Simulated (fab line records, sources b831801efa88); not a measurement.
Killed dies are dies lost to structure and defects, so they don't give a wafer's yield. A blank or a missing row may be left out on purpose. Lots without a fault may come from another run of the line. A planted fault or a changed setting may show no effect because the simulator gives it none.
A struck lot beside a sound one | flow sky130 | 16 steps out of a route of 708
Sound: wafers L105.2, L105.3, L105.5. Struck: wafer L113.4. (L113.2 of the same lot was not struck and is left out.) The cause comes at the end.
At each step with rows: each side's tool, then ch and its chambers, then its first start. Under that, the readings that differ: sound wafers | struck wafers | difference of the means | sigmas: that difference in standard deviations of wafers without a fault.
alike: readings whose means differ by less than 2 such deviations, and words and numbers that are the same on both sides. not compared: withheld readings, readings that some wafer has no value for, bounds like >300 that may hide the same value, and numbers for which the record gives no deviation and whose values overlap.
The two part at a step that has a row with sigmas, a row that says differs or no value, or rows on one side only. Numbers that don't overlap but have no deviation are shown without sigmas and don't part them. A reading that every wafer of one side lacks parts them only if that side has two wafers or more.

first, 2 steps without rows for these wafers: SKY_METAL4_PEB_11; SKY_METAL4_DEVELOP_12 (develop time 60 s).
SKY_METAL4_CD_MEAS_13: target cd 300 nm.
  sound on cd_sem-01, day 43 02:30; struck on cd_sem-02, day 44 21:24
  alike: cd_nm
SKY_METAL4_OVL_MEAS_14:
  sound on overlay-01, day 43 02:36; struck on overlay-01, day 44 21:30
  alike: METAL4_OVL
SKY_METAL4_DESCUM_15: chemistry O2, time 8 s.
  sound on rie_metal-01 ch 1, day 43 02:38; struck on rie_metal-02 ch 0, day 44 21:32
  alike: drypump_motor_current_A, oes_product_au, rf_fwd_power_W
  not compared: rf_hours_counter_h
SKY_METAL4_ETCH_16: etches BARC in N2/H2, stops on SiO2, time 88.2 s, target depth 60 nm.
  sound on rie_metal-01 ch 1, day 43 02:40; struck on rie_metal-02 ch 0, day 44 21:34
  alike: drypump_motor_current_A, n2_flow_sccm, oes_product_au, rf_fwd_power_W, throttle_valve_pct
  not compared: rf_hours_counter_h
SKY_METAL4_ETCH_17: etches SiO2 in C4F8/O2/Ar, stops on TiN, time 3.9 s, target depth 15 nm.
  sound on rie_diel-02 ch 0,1,2, day 43 02:46; struck on rie_diel-01 ch 1, day 44 21:40
  reading               | sound             | struck | difference | sigmas
  oes_product_au (a.u.) | 0.750 0.749 0.756 | 0.770  | +0.018     | +3
  alike: rf_fwd_power_W
then, 1 step without rows for these wafers: SKY_METAL4_METAL_ETCH_18 (etches the open film in Cl2/BCl3, stops on SiO2, target depth 845 nm, time 183.1 s).
SKY_METAL4_STRIP_19: strips in O2/N2.
  sound on plasma_asher-01 ch 0,1, day 43 02:58; struck on plasma_asher-01 ch 0, day 44 21:52
  alike: drypump_motor_current_A, n2_flow_sccm, oes_product_au, strip_time_to_endpoint_s
  not compared: rf_hours_counter_h
then, 3 steps without rows for these wafers: SKY_METAL4_STRIP_20 (strips in post etch residue remover, time 1200 s); SKY_METAL4_CLEAN_21 (cleans in IPA, time 180 s); SKY_METAL4_CLEAN_22 (cleans in O3/DIW).
SKY_VIA4_HDPCVD_00: deposits SiO2, target thk 1750 nm, time 291.7 s.
  sound on hdpcvd-01 ch 0,1, day 43 03:33; struck on hdpcvd-01 ch 1, day 44 22:29
  reading                                  | sound             | struck | difference | sigmas
  run_length_s (s)                         | 320.8 318.7 319.5 | 327.7  | +8.0       | +12
  model.SiO2_of_VIA4_HDPCVD_00.thk_nm (nm) | 1738 1737 1743    | 1821   | +82        |
SKY_VIA4_THK_MEAS_01:
  sound on film_metro-04, day 43 03:44; struck on film_metro-02, day 44 22:41
  reading              | sound          | struck | difference | sigmas
  VIA4_HDPCVD_THK (nm) | 1737 1737 1743 | 1821   | +82        | +5
SKY_VIA4_CMP_02: polishes SiO2.
  sound on cmp-01 ch 0,2,3, day 43 03:50; struck on cmp-01 ch 1, day 44 22:44
  alike: motor_current_A, slurry_flow_ml_min
-- the record jumps here: 4 days lie between the struck wafers' starts before and after (it left off in module VIA4 and takes up again in module PAD_OPEN, whose first step shown is number 708 of the route) --
SKY_PAD_OPEN_PROBE_99:
  sound on prober-02, day 46 23:51; struck on prober-01, day 48 12:40
  alike: defect_limited_yield, killed_at_M0_to_M3, killed_at_M4_up, killed_at_contacts, killed_at_front_end, killed_at_other, killed_dies, killed_open, killed_short, sort_bin_3_pad_short, sort_bin_5_function, sort_bin_6_memory, sort_n_pass, sort_yield_pct

WHERE THEY PART
First at SKY_METAL4_ETCH_17; last, within this record, at SKY_VIA4_THK_MEAS_01. Later steps at which nothing parts them and some readings are alike: SKY_VIA4_CMP_02, SKY_PAD_OPEN_PROBE_99.

WHY: what the simulator had put in
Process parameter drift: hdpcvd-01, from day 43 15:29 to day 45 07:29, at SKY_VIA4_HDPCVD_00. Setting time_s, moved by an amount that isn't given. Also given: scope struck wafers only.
